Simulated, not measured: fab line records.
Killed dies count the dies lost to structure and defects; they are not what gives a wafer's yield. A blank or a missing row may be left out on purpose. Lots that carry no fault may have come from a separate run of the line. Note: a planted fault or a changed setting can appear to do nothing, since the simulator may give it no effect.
Comparing a struck lot with a sound one | flow sky130 | 18 steps out of a route of 708
Sound: wafers L431.1, L431.2, L431.4. Struck: wafers L444.1, L444.4, L444.6. Last of all comes the cause.
Order at every step that has rows: each side's tool, ch and its chambers, its first start. Under that, the readings that differ: sound wafers | struck wafers | difference of the means | sigmas: that difference in standard deviations of wafers without a fault.
alike: same words and numbers on both sides, and readings whose means sit less than 2 such deviations apart. not compared: any withheld reading, any reading some wafer has no value for, any bound like >300 that may hide the same value, and any number with overlapping values for which the record gives no deviation.
A row with sigmas, a row that says differs or no value, or rows on one side alone: a step with any of these is where the two part. Numbers that have no deviation but don't overlap get no sigmas and don't part them. Lack of a reading on every wafer of one side parts them only where that side has two or more wafers.

first, 3 steps without rows for these wafers: SKY_SONOS_ONO_WET_ETCH_18 (etches Si3N4 in H3PO4, target depth 15 nm, time 172 s); SKY_GATE_OXIDE_CLEAN_00 (cleans in SC1/SC2, time 150 s); SKY_GATE_OXIDE_OXIDATION_01 (stabilise 600 s, purge 300 s, target thk 10.268 nm).
SKY_GATE_OXIDE_THK_MEAS_02:
  sound on film-metro-04, day 14 14:02; struck on film-metro-03, day 18 14:59
  alike: GATE_OXIDE_OXIDATION_00_THK
then, 7 steps without rows for these wafers: SKY_GATE_OXIDE_DEHYDRATE_03 (time 60 s); SKY_GATE_OXIDE_HMDS_04 (prime time 60 s); SKY_GATE_OXIDE_COAT_05 (resist thk 1140 nm); SKY_GATE_OXIDE_SOFTBAKE_06 (time 60 s); SKY_GATE_OXIDE_EXPOSE_07 (exposes mask LVOM, target cd 600 nm); SKY_GATE_OXIDE_PEB_08; SKY_GATE_OXIDE_DEVELOP_09 (develop time 60 s).
SKY_GATE_OXIDE_OVL_MEAS_10:
  sound on overlay-02, day 15 15:22; struck on overlay-01, day 19 21:01
  alike: GATE_OXIDE_OVL
SKY_GATE_OXIDE_IMPLANT_11:
  sound on implanter-01 ch 0, day 15 15:24; struck on implanter-01 ch 0, day 19 21:03
  reading            | sound                         | struck                          | difference | sigmas
  dose-ions-cm2      | 2.597e+12 2.601e+12 2.598e+12 | 1.132e+13 1.1321e+13 1.1322e+13 | +8.722e+12 | +99 or more
  faraday-current-uA | 14.1 15.0 14.5                | 64.8 62.9 63.7                  | +49.3      | +99 or more
then, 1 step without rows for these wafers: SKY_GATE_OXIDE_WET_ETCH_12 (etches SiO2 in dHF, target depth 16.8 nm, time 336 s).
SKY_GATE_OXIDE_STRIP_13: strips in O2/N2.
  sound on plasma-asher-02 ch 0,1, day 15 15:39; struck on plasma-asher-04 ch 0,1, day 19 21:18
  alike: drypump-motor-current-A, oes-product-au, strip-time-to-endpoint-s
  not compared: rf-hours-counter-h
SKY_GATE_OXIDE_TW_MEAS_14:
  sound on film-metro-04, day 15 15:45; struck on film-metro-01, day 19 21:24
  reading       | sound             | struck            | difference | sigmas
  GATE_OXIDE_TW | 225.5 225.9 226.0 | 341.4 343.2 342.9 | +116.7     | +78
then, 1 step without rows for these wafers: SKY_GATE_OXIDE_CLEAN_15 (cleans in SC1/SC2, time 150 s).
SKY_PAD_OPEN_PROBE_99:
  sound wafers here have rows in the record (prober-01, day 47 13:09); struck ones have none

## WHERE THEY PART
Earliest at SKY_GATE_OXIDE_IMPLANT_11; latest, in this record, at SKY_PAD_OPEN_PROBE_99.

WHY: the cause the simulator had injected
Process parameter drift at SKY_GATE_OXIDE_IMPLANT_11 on implanter-01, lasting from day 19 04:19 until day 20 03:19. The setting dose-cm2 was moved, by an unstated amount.
